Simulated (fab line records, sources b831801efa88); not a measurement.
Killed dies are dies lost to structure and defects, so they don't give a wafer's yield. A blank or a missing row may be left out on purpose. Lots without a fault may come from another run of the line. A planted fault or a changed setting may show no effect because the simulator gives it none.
Which tool did it? | flow sky130 | 10 lots, 30 wafers sampled, at 6 steps of a route of 708

WHAT THE GAUGES READ, wafer by wafer
The record holds no reading of a measuring or inspecting step that can be judged against a usual standard deviation.

WHICH TOOL RAN EACH LOT (tool, then ch and the chambers of the sampled wafers, then the start)
lot  | SKY_CAP2M_METAL_ETCH_13           | SKY_VIA4_ETCH_12                   | SKY_METAL5_SPUTTER_02        | SKY_PASSIVATION_COAT_06           | SKY_PASSIVATION_STRIP_12             | SKY_PAD_OPEN_PROBE_99
L572 | rie_metal-02 ch 0,1, day 40 18:53 | rie_diel-01 ch 1,2,3, day 42 18:35 | pvd_sputter-02, day 42 20:02 | litho_track-02 ch 0, day 44 07:28 | plasma_asher-03 ch 0,1, day 44 18:07 | -
L575 | rie_metal-04 ch 0,1, day 41 05:47 | rie_diel-03 ch 0,1,3, day 43 05:43 | pvd_sputter-03, day 43 07:16 | litho_track-02 ch 0, day 44 17:20 | plasma_asher-04 ch 0,1, day 45 04:10 | -
L573 | rie_metal-02 ch 0,1, day 41 06:20 | rie_diel-01 ch 0,1, day 43 06:26   | pvd_sputter-04, day 43 07:59 | litho_track-03 ch 0, day 44 17:36 | plasma_asher-02 ch 0,1, day 45 05:01 | -
L582 | rie_metal-01 ch 0,1, day 43 18:14 | rie_diel-02 ch 1,2,3, day 45 15:32 | pvd_sputter-04, day 45 17:01 | litho_track-01 ch 0, day 47 00:17 | plasma_asher-03 ch 0,1, day 47 10:28 | prober-02, day 48 08:13
L584 | rie_metal-04 ch 0, day 44 14:08   | rie_diel-01 ch 0,1,3, day 46 10:53 | pvd_sputter-02, day 46 12:19 | litho_track-01 ch 0, day 47 18:25 | plasma_asher-04 ch 0,1, day 48 04:21 | -
L588 | rie_metal-04 ch 0,1, day 45 05:56 | rie_diel-03 ch 0,1, day 47 00:29   | pvd_sputter-02, day 47 01:55 | litho_track-02 ch 0, day 48 07:48 | plasma_asher-02 ch 0,1, day 48 16:31 | -
L591 | rie_metal-02 ch 0,1, day 45 19:47 | rie_diel-03 ch 0,1,3, day 47 13:55 | pvd_sputter-02, day 47 15:22 | litho_track-03 ch 0, day 48 21:06 | plasma_asher-04 ch 0,1, day 49 06:01 | -
L592 | rie_metal-02 ch 0,1, day 46 10:44 | rie_diel-03 ch 0,1, day 48 03:35   | pvd_sputter-02, day 48 05:24 | litho_track-02 ch 0, day 49 09:45 | plasma_asher-02 ch 0,1, day 49 19:01 | -
L593 | rie_metal-02 ch 0,1, day 46 11:52 | rie_diel-02 ch 1,2,3, day 48 05:23 | pvd_sputter-03, day 48 06:47 | litho_track-02 ch 0, day 49 10:27 | plasma_asher-02 ch 0,1, day 49 19:38 | -
L595 | rie_metal-04 ch 0,1, day 47 02:26 | rie_diel-03 ch 0,3, day 48 18:11   | pvd_sputter-04, day 48 20:00 | litho_track-02 ch 0, day 49 22:04 | plasma_asher-03 ch 0,1, day 50 06:04 | -
- SKY_CAP2M_METAL_ETCH_13: etches TiN in Cl2/BCl3, stops on SiO2, target depth 220 nm, time 62.9 s.
- SKY_VIA4_ETCH_12: etches SiO2 in C4F8/O2/Ar, stops on TiN, target depth 580 nm.
- SKY_METAL5_SPUTTER_02: material AlCu, target thk 1150 nm, time 61.2 s.
- SKY_PASSIVATION_COAT_06: resist thk 3000 nm.
- SKY_PASSIVATION_STRIP_12: strips in O2/N2.
- SKY_PAD_OPEN_PROBE_99

WHAT THE TOOLS THEMSELVES READ (means of the sampled wafers that have a number; where no wafer has one, the mark that the record gives instead)
SKY_CAP2M_METAL_ETCH_13. Usual: drypump_motor_current_A 5.31 A, standard deviation 0.23; oes_product_au 0.938 a.u., standard deviation 0.0099; throttle_valve_pct 21.904 %, standard deviation 0.011.
lot  | tool         | drypump_motor_current_A (A) | oes_product_au (a.u.) | throttle_valve_pct (%) | flag
L572 | rie_metal-02 | 5.35                        | 0.942                 | 21.892                 |
L575 | rie_metal-04 | 5.08                        | 0.939                 | 21.899                 |
L573 | rie_metal-02 | 5.35                        | 0.932                 | 21.903                 |
L582 | rie_metal-01 | 5.76                        | 0.928                 | 21.910                 |
L584 | rie_metal-04 | 5.15                        | 0.937                 | 21.903                 |
L588 | rie_metal-04 | 5.12                        | 0.937                 | 21.910                 |
L591 | rie_metal-02 | 5.35                        | 0.926                 | 21.913                 |
L592 | rie_metal-02 | 5.34                        | 0.942                 | 21.893                 |
L593 | rie_metal-02 | 5.34                        | 0.951                 | 21.895                 |
L595 | rie_metal-04 | 5.11                        | 0.942                 | 21.899                 |

SKY_VIA4_ETCH_12. Usual: oes_product_au 0.925 a.u., standard deviation 0.0048.
lot  | tool        | oes_product_au (a.u.) | flag
L572 | rie_diel-01 | 0.926                 |
L575 | rie_diel-03 | 0.926                 |
L573 | rie_diel-01 | 0.921                 |
L582 | rie_diel-02 | 0.929                 |
L584 | rie_diel-01 | 0.920                 |
L588 | rie_diel-03 | 0.928                 |
L591 | rie_diel-03 | 0.931                 |
L592 | rie_diel-03 | 0.932                 |
L593 | rie_diel-02 | 0.927                 |
L595 | rie_diel-03 | 0.926                 |

SKY_METAL5_SPUTTER_02. Usual: cathode_dc_power_W 10600 W, standard deviation 1.9; chamber_pressure_pa 0.4001 Pa, standard deviation 0.00077; throttle_valve_pct 29.5 %, standard deviation 0.89.
lot  | tool           | cathode_dc_power_W (W) | chamber_pressure_pa (Pa) | throttle_valve_pct (%) | flag
L572 | pvd_sputter-02 | 10599                  | 0.4007                   | 30.3                   |
L575 | pvd_sputter-03 | 10602                  | 0.4001                   | 28.8                   |
L573 | pvd_sputter-04 | 10601                  | 0.3996                   | 29.4                   |
L582 | pvd_sputter-04 | 10599                  | 0.4001                   | 30.0                   |
L584 | pvd_sputter-02 | 10601                  | 0.3995                   | 30.6                   |
L588 | pvd_sputter-02 | 10598                  | 0.4003                   | 30.0                   |
L591 | pvd_sputter-02 | 10601                  | 0.4006                   | 30.2                   |
L592 | pvd_sputter-02 | 10598                  | 0.3994                   | 30.3                   |
L593 | pvd_sputter-03 | 10600                  | 0.3997                   | 29.1                   |
L595 | pvd_sputter-04 | 10599                  | 0.4008                   | 29.4                   |

SKY_PASSIVATION_COAT_06. Usual: spin_speed_rpm 1999.8 rpm, standard deviation 1.2.
lot  | tool           | spin_speed_rpm (rpm) | flag
L572 | litho_track-02 | 1998.3               |
L575 | litho_track-02 | 1998.9               |
L573 | litho_track-03 | 2000.3               |
L582 | litho_track-01 | 2238.8               | OFF
L584 | litho_track-01 | 2237.7               | OFF
L588 | litho_track-02 | 1999.0               |
L591 | litho_track-03 | 1999.2               |
L592 | litho_track-02 | 2000.0               |
L593 | litho_track-02 | 2000.5               |
L595 | litho_track-02 | 1998.6               |

SKY_PASSIVATION_STRIP_12. Usual: drypump_motor_current_A 5.60 A, standard deviation 0.27; oes_product_au 0.660 a.u., standard deviation 0.0039; strip_time_to_endpoint_s 31.53 s, standard deviation 0.16.
lot  | tool            | drypump_motor_current_A (A) | oes_product_au (a.u.) | strip_time_to_endpoint_s (s) | flag
L572 | plasma_asher-03 | 5.62                        | 0.660                 | 31.47                        |
L575 | plasma_asher-04 | 5.97                        | 0.663                 | 31.56                        |
L573 | plasma_asher-02 | 5.35                        | 0.659                 | 31.51                        |
L582 | plasma_asher-03 | 5.62                        | 0.656                 | 29.55                        | OFF
L584 | plasma_asher-04 | 5.96                        | 0.661                 | 29.46                        | OFF
L588 | plasma_asher-02 | 5.34                        | 0.662                 | 31.53                        |
L591 | plasma_asher-04 | 5.95                        | 0.658                 | 31.78                        |
L592 | plasma_asher-02 | 5.37                        | 0.660                 | 31.49                        |
L593 | plasma_asher-02 | 5.36                        | 0.660                 | 31.72                        |
L595 | plasma_asher-03 | 5.49                        | 0.662                 | 31.43                        |

SKY_PAD_OPEN_PROBE_99. Usual: defect_limited_yield 82.3 %, standard deviation 2; killed_at_M0_to_M3 43, standard deviation 7; killed_at_M4_up 3.5, standard deviation 1.9; killed_at_contacts 24, standard deviation 5.3; killed_at_front_end 15, standard deviation 4.4; killed_at_other 0.3, standard deviation 0.69; killed_dies 87, standard deviation 9.7; killed_open 48, standard deviation 7; killed_short 39, standard deviation 6.4; sort_bin_3_pad_short 0.9 %, standard deviation 0.46; sort_bin_5_function 10.5 %, standard deviation 1.4; sort_bin_6_memory 6.3 %, standard deviation 1.2; sort_n_pass 405, standard deviation 9.7; sort_yield_pct 82.3 %, standard deviation 2.
lot  | tool      | defect_limited_yield (%) | killed_at_M0_to_M3 | killed_at_M4_up | killed_at_contacts | killed_at_front_end | killed_at_other | killed_dies | killed_open | killed_short | sort_bin_3_pad_short (%) | sort_bin_5_function (%) | sort_bin_6_memory (%) | sort_n_pass | sort_yield_pct (%) | flag
L582 | prober-02 | 83.0                     | 40                 | 3.7             | 24                 | 15                  | 0.3             | 84          | 49          | 35           | 1.0                      | 9.9                     | 6.1                   | 408         | 83.0               |

THE ANSWER, worked out from the rows above alone
Rule: a lot is off if the mean of its wafers that have a number lies more than 3 standard deviations from the usual mean. A lot without any number at a reading at which 4 lots or more have one is off too. The other lots that the step has rows for count as sound. The gauges are gone through in route order, then the tools' own readings, and for those a lot's mean is taken as printed above. The first step at which some lot is off is used, and at that step the reading that is off furthest; a lot without a number counts as furthest.
Off: L582, L584, at SKY_PASSIVATION_COAT_06 (spin_speed_rpm).
A tool fits if, at that step or a process step before it, it ran every lot that is off, and no sound lot after the first of them. One fits: litho_track-01 at SKY_PASSIVATION_COAT_06. It ran no sound lot before its first lot that is off in this sample, so the start can't be narrowed down.
The tool's own readings at SKY_PASSIVATION_COAT_06 bear it out: on the lots that are off they differ by more than 5 times the standard deviation of the sound lots' means. spin_speed_rpm reads 2238.2 rpm there against 1999.3 rpm on the sound lots.

WHAT THE SIMULATOR HAD PUT IN
Process parameter drift: litho_track-01, from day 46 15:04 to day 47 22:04, at SKY_PASSIVATION_COAT_06. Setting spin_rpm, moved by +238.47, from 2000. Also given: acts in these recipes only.
Lots struck among those shown: L582, L584. The rule above found the same.
